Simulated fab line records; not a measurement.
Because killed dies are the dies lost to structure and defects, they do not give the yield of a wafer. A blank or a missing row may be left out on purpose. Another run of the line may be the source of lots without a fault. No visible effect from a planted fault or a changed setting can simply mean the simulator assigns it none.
Struck lot and sound lot, side by side | flow gf180mcu | 18 steps out of a route of 602
Sound: wafers L453.2, L453.3, L453.4. Wafers L466.1, L466.2, L466.3 were the ones struck. The cause is given at the end.
For every step that has rows: the tool of each side, followed by ch and its chambers, followed by its first start. Under that, the readings that differ: sound wafers | struck wafers | difference of the means | sigmas: that difference in standard deviations of wafers without a fault.
alike: readings with means less than 2 such deviations apart, plus words and numbers identical on both sides. not compared: withheld readings, readings lacking a value on some wafer, bounds such as >300 that could conceal the same value, and numbers that have no deviation in the record and whose values overlap.
Wherever a step has rows on one side only, a row that says differs or no value, or a row with sigmas, the two part there. When numbers do not overlap yet have no deviation, they are printed without sigmas and do not part them. A reading that every wafer of one side lacks parts them only if that side has two wafers or more.

GF_V2_CMP_26: polishes, stops on SiO2, t overpolish 15 s, target thk 0 nm.
  sound on cmp-01 ch 1,2,3, day 24 06:18; struck on cmp-01 ch 0,1,3, day 27 21:11
  alike: motor-current-A, overpolish-run-s, slurry-flow-ml-min, time-to-endpoint-s
GF_M3_SPUTTER_00: material Ti, target thk 37.5 nm, time 150 s.
  sound on pvd-sputter-03, day 24 06:36; struck on pvd-sputter-01, day 27 21:29
  alike: throttle-valve-pct
GF_M3_SPUTTER_01: material TiN, target thk 30 nm, time 25 s.
  sound on pvd-sputter-03, day 24 06:42; struck on pvd-sputter-01, day 27 21:35
  alike: throttle-valve-pct
GF_M3_SPUTTER_02: material AlCu, target thk 450 nm, time 23.9 s.
  sound on pvd-sputter-03, day 24 06:44; struck on pvd-sputter-01, day 27 21:37
  alike: throttle-valve-pct
then, 2 steps without rows for these wafers: GF_M3_SPUTTER_03 (material Ti, target thk 10 nm, time 6.7 s); GF_M3_SPUTTER_04 (material TiN, target thk 50 nm, time 41.7 s).
GF_M3_RS_MEAS_05: measurement is done with a four-point probe.
  sound on film-metro-02, day 24 06:50; struck on film-metro-01, day 27 21:42
  alike: M3_ALCU_RS
GF_M3_THK_MEAS_06: measures by xrf.
  sound on film-metro-02, day 24 06:57; struck on film-metro-01, day 27 21:49
  alike: M3_ALCU_THK
then, 4 steps without rows for these wafers: GF_M3_DEHYDRATE_07 (time 60 s); GF_M3_HMDS_08 (prime time 60 s); GF_M3_COAT_09 (resist thk 1000 nm); GF_M3_SOFTBAKE_10 (time 60 s).
GF_M3_EXPOSE_11: exposes mask Metal3, target cd 280 nm.
  sound on krf-scanner-02 ch 0, day 24 18:04; struck on krf-scanner-01 ch 0, day 28 07:44
  reading                    | sound                | struck            | difference | sigmas
  model.M3.overlay-x-nm (nm) | -2.547 -2.547 -2.547 | 40.34 40.34 40.34 | +42.89     |
  alike: mask
then, 2 steps without rows for these wafers: GF_M3_PEB_12 (peb time 90 s); GF_M3_DEVELOP_13 (develop time 60 s).
GF_M3_CD_MEAS_14 targets a cd of 280 nm.
  sound on cd-sem-01, day 25 04:16; struck on cd-sem-02, day 28 17:13
  alike: cd-nm
GF_M3_OVL_MEAS_15:
  sound on overlay-02, day 25 04:22; struck on overlay-01, day 28 17:20
  reading     | sound    | struck   | difference | sigmas
  M3_OVL (nm) | -2 -9 -1 | 39 47 39 | +46        | +7
GF_M3_METAL_ETCH_16: etches the open film in Cl2/BCl3, stops on SiO2, target depth 750.8 nm, time 125.1 s.
  sound on rie-metal-04 ch 0,1, day 25 04:24; struck on rie-metal-02 ch 1, day 28 17:22
  alike: bcl3-flow-sccm, drypump-motor-current-A, oes-product-au, throttle-valve-pct
  not compared: rf-hours-counter-h

== WHERE THEY PART ==
GF_M3_OVL_MEAS_15 only, going by this record. Later steps at which nothing parts them and some readings are alike: GF_M3_METAL_ETCH_16.

WHY: whatever the simulator had introduced
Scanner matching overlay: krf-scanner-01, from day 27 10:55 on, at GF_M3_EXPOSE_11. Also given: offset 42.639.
